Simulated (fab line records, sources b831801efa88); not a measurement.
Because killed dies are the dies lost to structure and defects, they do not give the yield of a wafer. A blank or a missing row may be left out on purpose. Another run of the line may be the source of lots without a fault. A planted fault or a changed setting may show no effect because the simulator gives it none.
Which tool did it? ; flow gf180mcu ; 11 lots with 32 wafers sampled at 6 steps, on a route of 602 steps

WHAT THE GAUGES READ, wafer by wafer
GF_MVPSD_TW_MEAS_11.
lot;measured;on;MVPSD_TW
L546;day 5 04:19;film-metro-04;560 562 560
L549;day 5 23:00;film-metro-01;548 549 545
L551;day 6 03:07;film-metro-03;546 545 546
L553;day 6 23:20;film-metro-01;553 550
L558;day 8 01:41;film-metro-04;560 555 561
L559;day 8 07:18;film-metro-04;561 560 556
L562;day 8 23:04;film-metro-04;558 560 557
L568;day 10 13:06;film-metro-03;545 548 545
L569;day 10 19:28;film-metro-04;567 565 563

TOOL THAT RAN EACH LOT (tool first, then ch and the chambers of the sampled wafers, then the start)
lot;GF_STI_ETCH_13;GF_STI_ETCH_14;GF_STI_STRIP_15;GF_LVPWELL_STRIP_10;GF_MVPSD_STRIP_10
L546;rie-diel-03 ch 0,1,3, day 2 01:32;rie-si-01 ch 2,3, day 2 01:37;plasma-asher-03 ch 0,1, day 2 01:41;plasma-asher-04 ch 0,1, day 4 01:17;plasma-asher-04 ch 0,1, day 5 04:12
L549;rie-diel-02 ch 0,1,2, day 2 21:07;rie-si-02 ch 0,1, day 2 21:11;plasma-asher-03 ch 0,1, day 2 21:16;plasma-asher-03 ch 0,1, day 4 18:50;plasma-asher-01 ch 0,1, day 5 22:53
L551;rie-diel-03 ch 1,2, day 3 02:49;rie-si-02 ch 0,2,3, day 3 02:53;plasma-asher-03 ch 0,1, day 3 03:00;plasma-asher-03 ch 0,1, day 4 23:07;plasma-asher-01 ch 0,1, day 6 03:01
L553;rie-diel-03 ch 1,2, day 3 14:23;rie-si-02 ch 2,3, day 3 14:28;plasma-asher-02 ch 0,1, day 3 14:32;plasma-asher-03 ch 0,1, day 5 17:02;plasma-asher-02 ch 0, day 6 23:14
L558;rie-diel-01 ch 1,2,3, day 4 15:49;rie-si-01 ch 1,2, day 4 15:53;plasma-asher-01 ch 0,1, day 4 15:58;plasma-asher-01 ch 0,1, day 6 16:47;plasma-asher-01 ch 0,1, day 8 01:35
L559;rie-diel-01 ch 2,3, day 4 21:29;rie-si-02 ch 0,3, day 4 21:34;plasma-asher-01 ch 0,1, day 4 21:38;plasma-asher-04 ch 0,1, day 6 22:08;plasma-asher-01 ch 0,1, day 8 07:11
L562;rie-diel-01 ch 1,2, day 5 11:58;rie-si-02 ch 0,1,2, day 5 12:02;plasma-asher-01 ch 0,1, day 5 12:09;plasma-asher-04 ch 0,1, day 7 13:43;plasma-asher-02 ch 0,1, day 8 22:58
L566;rie-diel-01 ch 0,2,3, day 6 08:02;rie-si-02 ch 0,2, day 6 08:07;plasma-asher-01 ch 0,1, day 6 08:11;-;-
L567;rie-diel-01 ch 0,2,3, day 6 13:56;rie-si-02 ch 0,2,3, day 6 14:01;plasma-asher-03 ch 0,1, day 6 14:05;-;-
L568;rie-diel-03 ch 0,1,2, day 6 19:35;rie-si-02 ch 0,2,3, day 6 19:40;plasma-asher-03 ch 0,1, day 6 19:44;plasma-asher-01 ch 0,1, day 9 01:17;plasma-asher-02 ch 0,1, day 10 12:59
L569;rie-diel-03 ch 0,1,2, day 6 23:37;rie-si-01 ch 0,1,3, day 6 23:41;plasma-asher-01 ch 0,1, day 6 23:48;plasma-asher-03 ch 0,1, day 9 07:16;plasma-asher-02 ch 0,1, day 10 19:23
- GF_STI_ETCH_13: etches the open film in CHF3/O2, stops on Si, target depth 282.31 nm, time 112.9 s.
- GF_STI_ETCH_14: etches Si in HBr/Cl2/O2, target depth 360 nm, time 102.9 s.
- GF_STI_STRIP_15: strips in O2/N2.
- GF_LVPWELL_STRIP_10: strips in O2/N2.
- GF_MVPSD_STRIP_10: strips in O2/N2.

WHAT THE TOOLS THEMSELVES READ (means of the sampled wafers that have a number; where no wafer has one, the mark that the record gives instead)
GF_STI_ETCH_13.
lot;tool;O2_flow_sccm (sccm);chf3-flow-sccm (sccm);drypump-motor-current-A (A);oes-product-au (a.u.);throttle-valve-pct (%)
L546;rie-diel-03;4.987;50.09;5.7;0.832;8.810
L549;rie-diel-02;5.003;50.03;5.6;0.841;8.817
L551;rie-diel-03;5.000;49.91;6.0;0.825;8.813
L553;rie-diel-03;5.008;50.19;5.9;0.839;8.806
L558;rie-diel-01;4.992;50.10;5.8;0.835;8.806
L559;rie-diel-01;4.989;49.88;6.2;0.845;8.812
L562;rie-diel-01;5.003;49.96;5.8;0.840;8.813
L566;rie-diel-01;5.000;49.87;6.0;0.823;8.803
L567;rie-diel-01;5.001;49.91;5.9;0.823;8.815
L568;rie-diel-03;4.998;49.95;5.8;0.834;8.810
L569;rie-diel-03;5.000;50.05;5.7;0.831;8.809

GF_STI_ETCH_14.
lot;tool;O2_flow_sccm (sccm);drypump-motor-current-A (A);oes-product-au (a.u.);throttle-valve-pct (%)
L546;rie-si-01;6.010;5.77;1.001;25.647
L549;rie-si-02;6.001;5.45;1.010;25.651
L551;rie-si-02;5.996;5.66;1.009;25.652
L553;rie-si-02;5.986;5.56;1.009;25.660
L558;rie-si-01;6.016;5.92;1.010;25.647
L559;rie-si-02;5.993;5.70;1.003;25.652
L562;rie-si-02;5.983;5.62;1.008;25.643
L566;rie-si-02;6.003;5.84;0.437;26.035
L567;rie-si-02;6.004;5.66;0.384;26.070
L568;rie-si-02;6.014;5.66;1.000;25.662
L569;rie-si-01;6.013;5.77;1.002;25.654

GF_STI_STRIP_15.
lot;tool;drypump-motor-current-A (A);heater-power-w (W);oes-product-au (a.u.);strip-time-to-endpoint-s (s)
L546;plasma-asher-03;5.8;334;0.385;3.73
L549;plasma-asher-03;5.8;339;0.390;3.74
L551;plasma-asher-03;5.8;341;0.382;3.70
L553;plasma-asher-02;5.9;345;0.375;3.63
L558;plasma-asher-01;5.4;338;0.381;3.73
L559;plasma-asher-01;5.4;332;0.378;3.71
L562;plasma-asher-01;5.5;331;0.384;3.77
L566;plasma-asher-01;5.5;326;0.413;4.42
L567;plasma-asher-03;5.9;326;0.414;4.45
L568;plasma-asher-03;5.9;325;0.380;3.70
L569;plasma-asher-01;5.5;326;0.381;3.68

GF_LVPWELL_STRIP_10.
lot;tool;drypump-motor-current-A (A);heater-power-w (W);oes-product-au (a.u.);strip-time-to-endpoint-s (s)
L546;plasma-asher-04;6.2;328;0.722;37.19
L549;plasma-asher-03;5.8;335;0.723;37.24
L551;plasma-asher-03;5.9;323;0.722;37.26
L553;plasma-asher-03;5.8;324;0.722;37.04
L558;plasma-asher-01;5.5;323;0.725;37.11
L559;plasma-asher-04;6.4;333;0.720;37.13
L562;plasma-asher-04;6.4;330;0.720;37.20
L568;plasma-asher-01;5.4;332;0.725;37.25
L569;plasma-asher-03;5.9;324;0.723;37.11

GF_MVPSD_STRIP_10.
lot;tool;drypump-motor-current-A (A);heater-power-w (W);oes-product-au (a.u.);strip-time-to-endpoint-s (s)
L546;plasma-asher-04;6.2;331;0.719;36.95
L549;plasma-asher-01;5.5;331;0.721;36.89
L551;plasma-asher-01;5.4;334;0.726;36.88
L553;plasma-asher-02;5.3;350;0.728;37.03
L558;plasma-asher-01;5.5;335;0.720;37.21
L559;plasma-asher-01;5.4;333;0.725;36.85
L562;plasma-asher-02;6.1;334;0.725;37.00
L568;plasma-asher-02;6.1;346;0.722;37.13
L569;plasma-asher-02;6.1;347;0.721;36.95

THE ANSWER, worked out from the rows above alone
Rule: the usual values come from the lots themselves. Put in order of their means at a reading, lots are off if they are a third of the lots or fewer, leave a main group of 4 or more, and stand apart from it by a gap of 3 or more times the standard deviation of the main group's means; of several such gaps the widest counts. A main group whose means are all the same, to the digits that the tables above print for the reading, isn't used. Also off: a lot with no number at a reading for which 4 or more lots have one. Any other lot the step has rows for is counted as sound. After the gauges, taken in route order, come the tools' own readings; for these a lot's mean is taken, as printed above. At the first step where some lot is off, the reading lying furthest off is the one used; lots without a number count as furthest.
Off, at GF_STI_ETCH_14 on oes-product-au: L566, L567. The main group has a mean of 1.006 a.u. with a standard deviation of 0.0039.
If a tool, at that step or one of the process steps before it, ran each lot that is off and ran no sound lot following the first of them, it fits. One candidate fits, namely rie-diel-01 at GF_STI_ETCH_13. Its last sound lot is L562 (day 5 11:58), its first lot that is off L566 (day 6 08:02): a fault that began between those two fits.

WHAT THE SIMULATOR PUT IN
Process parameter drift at GF_STI_ETCH_13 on rie-diel-01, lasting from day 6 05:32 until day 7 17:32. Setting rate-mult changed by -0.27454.
Struck lots among those shown: L566, L567. The rule given above showed the same thing.
